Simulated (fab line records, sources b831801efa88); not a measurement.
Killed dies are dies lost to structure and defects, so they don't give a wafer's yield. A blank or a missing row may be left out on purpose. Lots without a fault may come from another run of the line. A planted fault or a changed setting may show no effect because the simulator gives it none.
Chamber matching | flow gf180mcu | GF_V4_CMP_26 on cmp-02: 4 sister chambers
The step polishes, stops on SiO2, t overpolish 15 s, target thk 0 nm. 7 wafers are shown with their chamber, then 6 later ones without.

WAFERS WITH THEIR CHAMBER
wafer  | chamber | motor_current_A (A) | time_to_endpoint_s (s)
L768.2 | 2       | 10.7                | 85
L776.1 | 1       | 10.5                | 85
L776.5 | 2       | 9.8                 | 85
L776.6 | 3       | 11.0                | 81
L778.1 | 0       | 9.7                 | 77
L778.2 | 1       | 10.9                | 78
L778.4 | 3       | 11.1                | 76

WAFERS WITHOUT THEIR CHAMBER
wafer  | motor_current_A (A) | time_to_endpoint_s (s)
L783.2 | 10.8                | 85
L783.5 | 9.9                 | 79
L783.6 | 10.9                | 83
L784.3 | 10.1                | 81
L784.4 | 11.0                | 84
L784.5 | 10.3                | 81

WHICH CHAMBER EACH WENT THROUGH
wafer  | from the rows above               | in truth
L783.2 | can't be placed: 1 or 2 or 3      | 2
L783.5 | can't be placed: 0 or 2 or 1      | 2
L783.6 | can't be placed: 1 or 3 or 2      | 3
L784.3 | can't be placed: 2 or 1 or 0 or 3 | 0
L784.4 | can't be placed: 1 or 3 or 2      | 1
L784.5 | can't be placed: 1 or 2 or 0 or 3 | 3
Placed correctly: 0 of 6. Can't be placed from these rows: 6 (the true chamber is among the candidates in 6). Placed wrongly: 0.
How it was worked out, from the rows above alone: a wafer's distance from a chamber is the root of the sum, over the readings, of the square of ((its reading less the chamber's mean) divided by the reading's scatter). The wafer belongs to the nearest chamber; if the next one is less than 2 further off, it can't be placed. A chamber's mean is the mean of its shown wafers. The scatter: the root of (the sum of the squares of (reading less its chamber's mean) over the shown wafers, divided by (wafers less chambers)).
